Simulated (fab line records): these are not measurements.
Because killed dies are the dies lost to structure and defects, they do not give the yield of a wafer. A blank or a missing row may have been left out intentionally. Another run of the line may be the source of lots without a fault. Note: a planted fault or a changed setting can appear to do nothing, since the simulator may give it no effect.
Struck lot and sound lot, side by side || flow gf180mcu || 27 steps out of a route of 602
Sound: the wafers L548.1, L548.5, L548.6. Wafers L540.2, L540.3, L540.6 were the ones struck. The cause is named last.
At each step with rows: each side's tool, then ch and its chambers, then its first start. Under that, the readings that differ: sound wafers || struck wafers || difference of the means || sigmas: that difference in standard deviations of wafers without a fault.
alike: readings whose means differ by less than 2 such deviations, and words and numbers that are the same on both sides. not compared: withheld readings, readings that some wafer has no value for, bounds like >300 that may hide the same value, and numbers for which the record gives no deviation and whose values overlap.
A row with sigmas, a row that says differs or no value, or rows on one side alone: a step with any of these is where the two part. Non-overlapping numbers with no deviation appear without sigmas and do not part them. A reading missing from all wafers of one side parts the sides only when that side holds two or more wafers.

first, 5 steps without rows for these wafers: GF_V3_ETCH_16 (etches BARC in N2/H2); GF_V3_ETCH_17 (etches SiO2 in C4F8/O2/Ar, stops on TiN, target depth 635 nm); GF_V3_STRIP_18 (strips in O2/N2); GF_V3_STRIP_19 (strips in post etch residue remover, time 1200 s); GF_V3_CLEAN_20 (cleans in DIW).
GF_V3_SPUTTER_21: material Ti, target thk 15 nm, time 80.02 s.
  struck on pvdSputter-03, day 24 12:56; sound on pvdSputter-04, day 26 22:50
  alike: cathodeDcPowerW, chamberPressurePa, throttleValvePct
then, 2 steps without rows for these wafers: GF_V3_SPUTTER_22 (material TiN, target thk 10 nm, time 40 s); GF_V3_CVD_23 (deposits W, target thk 350 nm, time 104.9 s).
GF_V3_RS_MEAS_24: measures by four-point-probe.
  struck on filmMetro-04, day 24 13:10; sound on filmMetro-01, day 26 23:03
  alike: V3_W_RS
GF_V3_THK_MEAS_25: measures by xrf.
  struck on filmMetro-04, day 24 13:16; sound on filmMetro-01, day 26 23:10
  alike: V3_W_THK
GF_V3_CMP_26: polishes, stops on SiO2, t overpolish 15 s, target thk 0 nm.
  sound on cmp-02 ch 0,3, day 26 23:14; struck on cmp-01 ch 2,3, day 24 13:19
  alike: motorCurrentA, overpolishRunS, retainingRingPressureFrac, timeToEndpointS
GF_M4_SPUTTER_00: material Ti, target thk 37.5 nm, time 150 s.
  struck on pvdSputter-04, day 24 13:37; sound on pvdSputter-01, day 26 23:32
  alike: cathodeDcPowerW, chamberPressurePa, throttleValvePct
GF_M4_SPUTTER_01: material TiN, target thk 30 nm, time 25 s.
  struck on pvdSputter-04, day 24 13:43; sound on pvdSputter-01, day 26 23:38
  no value came back on the struck wafers for cathodeDcPowerW (W), chamberPressurePa (Pa), throttleValvePct (%); on the sound wafers cathodeDcPowerW (W) reads 6499.8 6503.1 6502.0
GF_M4_SPUTTER_02: material AlCu, target thk 450 nm, time 23.9 s.
  struck on pvdSputter-04, day 24 13:45; sound on pvdSputter-01, day 26 23:40
  alike: cathodeDcPowerW, chamberPressurePa, throttleValvePct
then, 9 steps without rows for these wafers: GF_M4_SPUTTER_03 (material Ti, target thk 10 nm, time 6.7 s); GF_M4_SPUTTER_04 (material TiN, target thk 50 nm, time 41.7 s); GF_M4_DEHYDRATE_07 (time 60 s); GF_M4_HMDS_08 (prime time 60 s); GF_M4_COAT_09 (resist thk 1000 nm); GF_M4_SOFTBAKE_10 (time 60 s); GF_M4_EXPOSE_11 (exposes mask Metal4, target cd 280 nm); GF_M4_PEB_12 (peb time 90 s); GF_M4_DEVELOP_13 (develop time 60 s).
GF_M4_CD_MEAS_14: the cd target is 280 nm.
  struck on cdSem-02, day 25 11:25; sound on cdSem-01, day 27 20:10
  alike: cdNm
GF_M4_OVL_MEAS_15:
  struck on overlay-01, day 25 11:31; sound on overlay-01, day 27 20:17
  alike: M4_OVL
GF_M4_METAL_ETCH_16: etches the open film in Cl2/BCl3, stops on SiO2, target depth 627.5 nm, time 104.6 s.
  sound on rieMetal-02 ch 0,1, day 27 20:20; struck on rieMetal-01 ch 0,1, day 25 11:32
{"reading": "oesProductAu (a.u.)", "sound": "0.970 0.975 0.972", "struck": "0.948 0.945 0.942", "difference": -0.027, "sigmas": -5}
{"reading": "throttleValvePct (%)", "sound": "28.250 28.259 28.242", "struck": "28.270 28.283 28.292", "difference": "+0.031", "sigmas": "+3"}
  alike: drypumpMotorCurrentA, heBacksideLeakSccm
  not compared: rfHoursCounterH
GF_M4_STRIP_17: strips in O2/N2.
  sound on plasmaAsher-04 ch 0,1, day 27 20:26; struck on plasmaAsher-02 ch 0,1, day 25 11:39
  alike: drypumpMotorCurrentA, heaterPowerW, oesProductAu, stripTimeToEndpointS
  not compared: rfHoursCounterH

== WHERE THEY PART ==
Earliest at GF_M4_SPUTTER_01; latest, in this record, at GF_M4_METAL_ETCH_16. Later steps at which nothing parts them and some readings are alike: GF_M4_STRIP_17.

WHY: what the simulator had put in
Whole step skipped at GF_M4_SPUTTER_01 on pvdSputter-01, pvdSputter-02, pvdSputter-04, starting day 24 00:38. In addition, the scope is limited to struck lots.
